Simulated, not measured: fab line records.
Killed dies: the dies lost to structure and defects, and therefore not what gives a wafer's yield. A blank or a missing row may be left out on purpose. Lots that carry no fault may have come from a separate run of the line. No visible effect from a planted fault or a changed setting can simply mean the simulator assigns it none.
fab line records	flow gf180mcu
record: lots: 5	wafers: 15	last-day: 34
route steps=602 shown M5@530 V5@540
lots that met no fault: taken from a fault-free run of the same line
start-h: start of the lot's first displayed wafer, in hours after the record's first day	wait-h: hours since the lot's step before	" identical to the entry in the row above	L1.1+2: a row that stands for several wafers	- either no value or no given start	* or withheld: withheld	< > ~ a bound
route shown NAME@n: names a module that has steps shown in the file, with the first one's number in the route	usual: mean and standard deviation over wafers with no fault	same: alike in all rows	chamber/n: place in a boat	sites: each site's reading	_std_site: their standard deviation	_edge_site: mean of outer sites minus mean of inner sites	radius-mm: for every site, how far away it sits from the centre of the wafer	mask NAME#n: copy n	behind: tool/chamber where the wafer was last shaped	hold: what put the lot on hold/how long, in hours/how the hold closed	device: transistor that didn't switch, given as n, p or np	end of line: the same wafers' tests at the end of the route	for a step that has no rows: nothing shown but its recipe	killed: at the first sort, the dies lost to defects and structure; wafer yield is something else	map: dies across one wafer; x = killed, . = not, _ = none there
set.NAME: the run value of the setting; set.NAME@STEP: its run value at that earlier step	model.NAME: the simulator's own value behind a step, which no gauge read
certain route steps with their lots: each step a table, each wafer a row
services: the hour from which a tool's chamber was out of use, counted from the record's first day as start-h (under 0 if before that day), plus the number of hours and why
== steps ==
step: GF_M5_EXPOSE_04
recipe: mask-id: Metal5	target-cd-nm: 280	na: 0.68	source-shape: conventional	sigma-outer: 0.6	dose-mj: 28
step: GF_M5_PEB_05
recipe: peb-temp-c: 135	peb-time-s: 90	resist: KrF
step: GF_M5_DEVELOP_06
recipe: develop-time-s: 60	dev-temp-c: 21
step: GF_M5_CD_MEAS_07
recipe: target-cd-nm: 280
usual: cd-nm: 280.5/1.1
lot.wafer	tool	chamber	start-h	wait-h	cd-nm
L880.1	cd-sem-02	-	611.05	0.1	280.4
L880.2	"	-	"	"	281.0
L880.4	"	-	"	"	280.4
L881.2	cd-sem-01	-	622.54	0.1	279.8
L881.3	"	-	"	"	280.8
L881.5	"	-	"	"	280.2
L883.2	cd-sem-01	-	643.34	0.1	281.2
L883.3	"	-	"	"	281.2
L883.5	"	-	"	"	280.5
L897.1	cd-sem-02	-	735.27	0.1	280.1
L897.2	"	-	"	"	278.7
L897.5	"	-	"	"	279.3
L902.1	cd-sem-01	-	761.52	0.1	280.7
L902.4	"	-	"	"	280.7
L902.5	"	-	"	"	279.7
step: GF_M5_OVL_MEAS_08
usual: M5_OVL: 0/4.7
lot.wafer	tool	chamber	start-h	wait-h	M5_OVL[nm]
L880.1	overlay-01	-	611.17	0.1	1
L880.2	"	-	"	"	3
L880.4	"	-	"	"	7
L881.2	overlay-01	-	622.65	0.1	-5
L881.3	"	-	"	"	6
L881.5	"	-	"	"	-2
L883.2	overlay-02	-	643.45	0.1	9
L883.3	"	-	"	"	8
L883.5	"	-	"	"	11
L897.1	overlay-01	-	735.39	0.1	-4
L897.2	"	-	"	"	-9
L897.5	"	-	"	"	-7
L902.1	overlay-02	-	761.64	0.1	1
L902.4	"	-	"	"	6
L902.5	"	-	"	"	2
step: GF_M5_ETCH_09
recipe: chemistry: CF4/O2	target: Si3N4	target-depth-nm: 52	source-w: 800	bias-w: 150	pressure-mtorr: 150	cf4-flow-sccm: 80	O2_flow_sccm: 10	time-s: 11.6
usual: bias-w: 150.0/0.48	drypump-motor-current-A: 5.8/0.33	oes-product-au: 1.000/0.015	throttle-valve-pct: 5.969/0.0099
lot.wafer	tool	chamber	start-h	wait-h	bias-w	drypump-motor-current-A	oes-product-au	rf-hours-counter-h	throttle-valve-pct
L880.1	rie-diel-03	0	611.21	0.0	150.2	5.4	0.993	16	5.979
L880.2	"	2	"	"	149.4	5.9	1.010	52	5.973
L880.4	"	3	"	"	149.5	6.1	1.038	6	5.982
L881.2	rie-diel-04	2	622.68	0.0	149.4	5.5	1.000	15	5.962
L881.3	"	3	"	"	150.2	5.4	0.987	3	5.964
L881.5	"	0	"	"	149.6	6.1	1.005	-	5.969
L883.2	rie-diel-02	1	643.48	0.0	150.1	5.3	0.991	7	5.979
L883.3	"	0	"	"	149.7	6.1	1.010	34	5.968
L883.5	"	2	"	"	150.3	5.9	1.002	-	5.954
L897.1	rie-diel-02	0	735.43	0.0	149.9	6.1	1.001	38	5.954
L897.2	"	3	"	"	150.2	6.0	0.991	16	5.966
L897.5	"	0	"	"	150.4	6.1	0.999	-	5.983
L902.1	rie-diel-03	1	761.68	0.0	150.0	6.4	1.010	10	5.979
L902.4	"	2	"	"	150.1	5.9	1.008	1	5.978
L902.5	"	0	"	"	149.9	5.3	1.002	-	5.973
step: GF_M5_METAL_ETCH_10
recipe: chemistry: Cl2/BCl3	mask-material: KrF	target-depth-nm: 750.8	stop-on: SiO2	pressure-mtorr: 8	icp-w: 800	bias-w: 140	Cl2_flow_sccm: 80	bcl3-flow-sccm: 40	time-s: 125.1
usual: bcl3-flow-sccm: 39.99/0.12	bias-w: 140.0/0.45	drypump-motor-current-A: 6.12/0.26	oes-product-au: 0.991/0.0062	throttle-valve-pct: 28.228/0.0097
lot.wafer	tool	chamber	start-h	wait-h	bcl3-flow-sccm	bias-w	drypump-motor-current-A	oes-product-au	rf-hours-counter-h	throttle-valve-pct
L880.1	rie-metal-02	0	611.23	0.0	40.06	140.0	6.14	0.984	2	28.250
L880.2	"	1	"	"	40.04	139.1	6.42	0.999	15	28.227
L880.4	"	1	"	"	40.14	140.6	6.43	0.994	-	28.228
L881.2	rie-metal-02	0	622.70	0.0	39.92	139.2	6.20	0.974	2	28.238
L881.3	"	1	"	"	40.05	140.2	6.47	0.993	-	28.233
L881.5	"	0	"	"	39.79	140.3	6.25	0.987	-	28.247
L883.2	rie-metal-02	0	643.50	0.0	40.00	140.2	6.15	0.976	3	28.231
L883.3	"	0	"	"	40.11	140.1	6.20	0.985	-	28.236
L883.5	"	0	"	"	39.95	139.8	6.15	0.982	-	28.227
L897.1	rie-metal-01	1	735.45	0.0	40.05	140.2	6.21	0.985	15	28.234
L897.2	"	0	"	"	39.98	139.8	5.68	0.997	3	28.218
L897.5	"	0	"	"	40.00	139.6	5.70	0.997	-	28.238
L902.1	rie-metal-02	0	761.70	0.0	40.11	139.3	6.24	0.987	9	28.229
L902.4	"	1	"	"	39.88	139.8	6.45	0.995	-	28.237
L902.5	"	0	"	"	39.99	140.2	6.20	0.991	-	28.226
step: GF_M5_STRIP_11
recipe: chemistry: O2/N2	power-w: 1400	pressure-mtorr: 1500	platen-temp-c: 250	o2-flow-sccm: 3000	n2-flow-sccm: 300	overash-fraction: 0.5
usual: drypump-motor-current-A: 5.6/0.57	heater-power-w: 338/36	oes-product-au: 0.523/0.0053	strip-time-to-endpoint-s: 7.03/0.067
lot.wafer	tool	chamber	start-h	wait-h	drypump-motor-current-A	heater-power-w	oes-product-au	rf-hours-counter-h	strip-time-to-endpoint-s
L880.1	plasma-asher-02	0	611.36	0.1	5.2	350	0.530	100	7.15
L880.2	"	1	"	"	6.7	334	0.517	100	7.03
L880.4	"	1	"	"	6.7	346	0.520	-	7.05
L881.2	plasma-asher-04	1	622.87	0.1	5.8	301	0.529	50	7.12
L881.3	"	0	"	"	4.7	333	0.524	-	7.03
L881.5	"	0	"	"	4.7	327	0.533	-	7.10
L883.2	plasma-asher-02	1	643.63	0.1	6.7	335	0.530	104	7.14
L883.3	"	0	"	"	5.2	350	0.532	-	7.12
L883.5	"	0	"	"	5.2	352	0.523	-	7.10
L897.1	plasma-asher-04	1	735.58	0.1	5.8	295	0.527	65	7.10
L897.2	"	0	"	"	4.7	322	0.518	65	6.99
L897.5	"	0	"	"	4.7	322	0.529	-	6.97
L902.1	plasma-asher-01	0	761.83	0.1	5.6	395	0.522	37	7.05
L902.4	"	0	"	"	5.6	389	0.523	-	7.03
L902.5	"	0	"	"	5.6	390	0.518	-	7.02
step: GF_M5_STRIP_12
recipe: chemistry: post-etch-residue-remover	time-s: 1200	temp-c: 72.5
step: GF_M5_CLEAN_13
recipe: chemistry: DIW	dry: n2-spin
step: GF_V5_CVD_00
recipe: material: SiO2	target-thk-nm: 300	sigma-open-frac: 0.3	temp-c: 400	time-s: 50	sih4-flow-sccm: 60	pressure-mtorr: 6
step: GF_V5_THK_MEAS_01
recipe: reads: SiO2_of_V5_CVD_00
usual: V5_CVD_00_THK: 302.0/2.8
lot.wafer	tool	chamber	start-h	wait-h	V5_CVD_00_THK[nm]
L880.1	film-metro-02	-	611.94	0.0	301.3
L880.2	"	-	"	"	299.6
L880.4	"	-	"	"	301.8
L881.2	film-metro-03	-	623.46	0.0	300.4
L881.3	"	-	"	"	298.8
L881.5	"	-	"	"	298.6
L883.2	film-metro-02	-	644.26	0.0	299.8
L883.3	"	-	"	"	299.6
L883.5	"	-	"	"	299.0
L897.1	film-metro-02	-	736.16	0.0	295.8
L897.2	"	-	"	"	303.4
L897.5	"	-	"	"	303.9
L902.1	film-metro-02	-	762.41	0.0	303.1
L902.4	"	-	"	"	302.7
L902.5	"	-	"	"	301.6
step: GF_V5_CVD_02
recipe: material: SiO2	target-thk-nm: 1450	precursor: TEOS	temp-c: 400	time-s: 163.28	rf-w: 600
usual: heater-power-outer-w: 358/60	heater-power-w: 602/76
lot.wafer	tool	chamber	start-h	wait-h	heater-power-outer-w	heater-power-w	model.SiO2_of_V5_CVD_02.thk-nm
L880.1	pecvd-01	1	612.00	0.1	343	598	1439
L880.2	"	2	"	"	299	514	1444
L880.4	"	2	"	"	339	595	1455
L881.2	pecvd-01	2	623.51	0.0	358	598	1463
L881.3	"	0	"	"	424	691	1451
L881.5	"	2	"	"	279	483	1459
L883.2	pecvd-01	2	644.31	0.0	362	593	1454
L883.3	"	0	"	"	460	720	1447
L883.5	"	2	"	"	281	492	1115
L897.1	pecvd-04	2	736.22	0.1	463	691	1450
L897.2	"	1	"	"	342	624	1470
L897.5	"	2	"	"	346	572	1469
L902.1	pecvd-04	2	762.47	0.1	415	652	1476
L902.4	"	0	"	"	299	541	1455
L902.5	"	2	"	"	456	724	1477
step: GF_V5_THK_MEAS_03
recipe: reads: SiO2_of_V5_CVD_02
usual: V5_CVD_02_THK: 1455/19
lot.wafer	tool	chamber	start-h	wait-h	V5_CVD_02_THK[nm]
L880.1	film-metro-04	-	612.10	0.1	1439
L880.2	"	-	"	"	1442
L880.4	"	-	"	"	1456
L881.2	film-metro-04	-	623.63	0.1	1465
L881.3	"	-	"	"	1451
L881.5	"	-	"	"	1460
L883.2	film-metro-04	-	644.43	0.1	1453
L883.3	"	-	"	"	1446
L883.5	"	-	"	"	1115
L897.1	film-metro-04	-	736.33	0.1	1449
L897.2	"	-	"	"	1469
L897.5	"	-	"	"	1470
L902.1	film-metro-04	-	762.57	0.1	1477
L902.4	"	-	"	"	1455
L902.5	"	-	"	"	1476
step: GF_V5_CMP_04
recipe: material: SiO2	down-force-psi: 4	platen-rpm: 60	pad-velocity-m-s: 0.94248
usual: motor-current-A: 11.8/0.91
lot.wafer	tool	chamber	start-h	wait-h	motor-current-A
L880.1	cmp-02	3	612.16	0.1	12.3
L880.4	"	0	"	"	11.5
L880.2	"	2	"	"	11.9
L881.2	cmp-02	3	623.73	0.1	12.4
L881.3	"	1	"	"	13.0
L881.5	"	2	"	"	11.2
L883.3	cmp-02	2	644.77	0.3	11.6
L883.2	"	3	"	"	11.4
L883.5	"	1	"	"	12.2
L897.2	cmp-02	2	736.49	0.1	11.1
L897.1	"	3	"	"	11.9
L897.5	"	0	"	"	11.7
L902.4	cmp-01	2	762.63	0.0	12.6
L902.1	"	3	"	"	9.4
L902.5	"	2	"	"	12.4
== services ==
tool	chamber	start-h	hours	kind
rie-diel-03	-	588.79	14.6	pm
rie-diel-04	-	594.50	0.4	repair
rie-diel-02	0	604.46	2.0	repair
rie-diel-04	2	606.06	4.3	repair
plasma-asher-01	-	633.00	1.7	repair
rie-diel-04	1	638.72	9.7	repair
rie-diel-04	2	645.01	2.9	repair
plasma-asher-02	-	655.98	4.4	repair
cmp-01	-	656.03	2.9	repair
rie-metal-01	0	664.18	27.8	repair
pecvd-04	1	664.64	6.7	repair
rie-diel-03	1	683.64	10.1	repair
pecvd-01	2	686.11	6.0	repair
rie-diel-03	2	691.25	20.5	repair
rie-diel-03	-	695.71	0.7	repair
rie-metal-02	-	712.52	1.8	repair
pecvd-04	1	717.78	3.5	repair
pecvd-01	0	730.00	9.5	repair
plasma-asher-02	-	730.39	2.8	pm
plasma-asher-02	-	733.75	9.0	pm
pecvd-01	-	734.63	0.8	pm
cmp-02	-	744.08	4.0	pm
plasma-asher-02	-	754.25	14.6	pm
cmp-02	-	762.16	13.8	pm
== key ==
first-sign: step: GF_V5_THK_MEAS_03	reading: V5_CVD_02_THK	direction: down	sigmas: 18	usual: 1455	struck: 1115
effect none on later readings
model-effect: step: GF_V5_CVD_02	value: SiO2_of_V5_CVD_02.thk-nm	without: 1481	struck: 1115
met-at GF_V5_CVD_02
struck-wafers L883.5
onset-between 623.51 644.31
fault: kind: process-parameter-drift	tool: pecvd-01	chamber: -	onset-h: 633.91	steps: GF_V5_CVD_02	channel: target-thk-nm	offset: -363.47	shape: step	end-h: 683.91	scope: struck-wafers-only	acts-in: these-recipes-only	stated: 1450
